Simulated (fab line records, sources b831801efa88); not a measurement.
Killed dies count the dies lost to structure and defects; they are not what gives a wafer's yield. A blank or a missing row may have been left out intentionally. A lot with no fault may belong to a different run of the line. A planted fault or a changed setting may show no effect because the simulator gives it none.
Split-lot experiment    flow gf180mcu    5 lots, 23 wafers read, on a route of 602 steps

ABOUT THE SPLIT
At GF_NSD_DEVELOP_06 (develop time 60 s), the setting dev temp c was moved away from the recipe's 23 C on 7 of the 23 wafers read, by -12.0% to +9.5%. All remaining wafers had this setting at the recipe value.

Split to reading: the file shows no intervening step.

THE READING
cd nm (nm) at GF_NSD_CD_MEAS_07, where the cd target is 400 nm. Typical for fault-free wafers on this fab line: 399.7 nm, with standard deviation 2.1 nm.

wafer   tool, chamber at the split  dev temp c as run, C  against the recipe  cd nm, nm  against lot-mates on the recipe
L074.2  litho track-03, 0           23                    recipe              400.8      -
L074.3  litho track-03, 0           23                    recipe              398.7      -
L074.4  litho track-03, 0           23                    recipe              396.3      -
L074.5  litho track-03, 0           23                    recipe              397.7      -
L074.6  litho track-03, 0           23                    recipe              399.3      -
L075.1  litho track-03, 0           23                    recipe              396.1      -
L075.2  litho track-03, 0           23                    recipe              397.8      -
L075.3  litho track-03, 0           25.18                 +9.5%               392.3      -4.3
L075.4  litho track-03, 0           25.18                 +9.5%               392.3      -4.3
L075.5  litho track-03, 0           23                    recipe              395.8      -
L076.2  litho track-04, 0           23                    recipe              402.5      -
L076.5  litho track-04, 0           23                    recipe              404.4      -
L076.6  litho track-04, 0           23                    recipe              404.0      -
L080.1  litho track-04, 0           23                    recipe              398.4      -
L080.2  litho track-04, 0           23                    recipe              397.4      -
L080.3  litho track-04, 0           23                    recipe              399.7      -
L080.4  litho track-04, 0           24.3                  +5.7%               393.4      -5.1
L080.5  litho track-04, 0           24.3                  +5.7%               392.4      -6.1
L085.1  litho track-04, 0           20.23                 -12.0%              412.3      +12.3
L085.2  litho track-04, 0           23                    recipe              401.7      -
L085.4  litho track-04, 0           23                    recipe              398.3      -
L085.5  litho track-04, 0           20.23                 -12.0%              410.3      +10.3
L085.6  litho track-04, 0           20.23                 -12.0%              410.0      +10.0

FIT RESULTS
A straight line over all 23 wafers: cd nm changes by -0.917 nm for each +1% of dev temp c; r = -0.91; the points scatter about the line by 2.4 nm.
The same after taking each lot's own level away (the mean of its wafers on the recipe; 23 wafers): -0.788 nm for each +1%; r = -0.94; scatter 1.6 nm.
On that fit, the largest move of dev temp c shifts the reading by 9.5 nm.
The span of the lots' own levels, 396.57 to 403.63 nm, comes to 3.4 times the standard deviation stated above.
In other words, the slope is changed by the lot-to-lot level; the two fits disagree.
Check: +9.03 nm against its lot-mates is what the line predicts for one of the wafers moved furthest among these (-12.0%) when that wafer is left out of the fit. Against them it came out at +12.3 nm.

ADDITIONAL SPLITS CARRIED BY THESE WAFERS
Note: prior to the reading, these wafers also went through further splits. Each is held against what the fit with the lots' levels taken away leaves over:
other split on the same wafers       wafers away from the commonest value  r with cd nm (lot level and that fit taken away)
GF_MVPSD_IMPLANT_09 dose cm2         6                                     -0.19
GF_VT_IMPLANT_IMPLANT_19 dose cm2    4                                     -0.07
GF_VT_IMPLANT_STRIP_31 o2 flow sccm  7                                     -0.01
GF_VT_IMPLANT_SOFTBAKE_36 temp c     12                                    -0.27
GF_DUAL_GATE_COAT_06 resist thk nm   5                                     +0.11
GF_DUAL_GATE_DEVELOP_10 dev temp c   7                                     -0.15
GF_HV_LDD_EXPOSE_04 dose mj          8                                     -0.04
GF_HV_LDD_DEVELOP_06 dev temp c      8                                     +0.23
GF_HV_LDD_IMPLANT_21 energy kev      7                                     +0.24
GF_HV_LDD_COAT_41 resist thk nm      9                                     +0.11
GF_HV_LDD_IMPLANT_48 energy kev      3                                     -0.08
GF_NSD_COAT_02 resist thk nm         7                                     -0.41

THE FILE'S OWN FIT
cd nm changes by -0.76 nm for each +1% of dev temp c, r = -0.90.
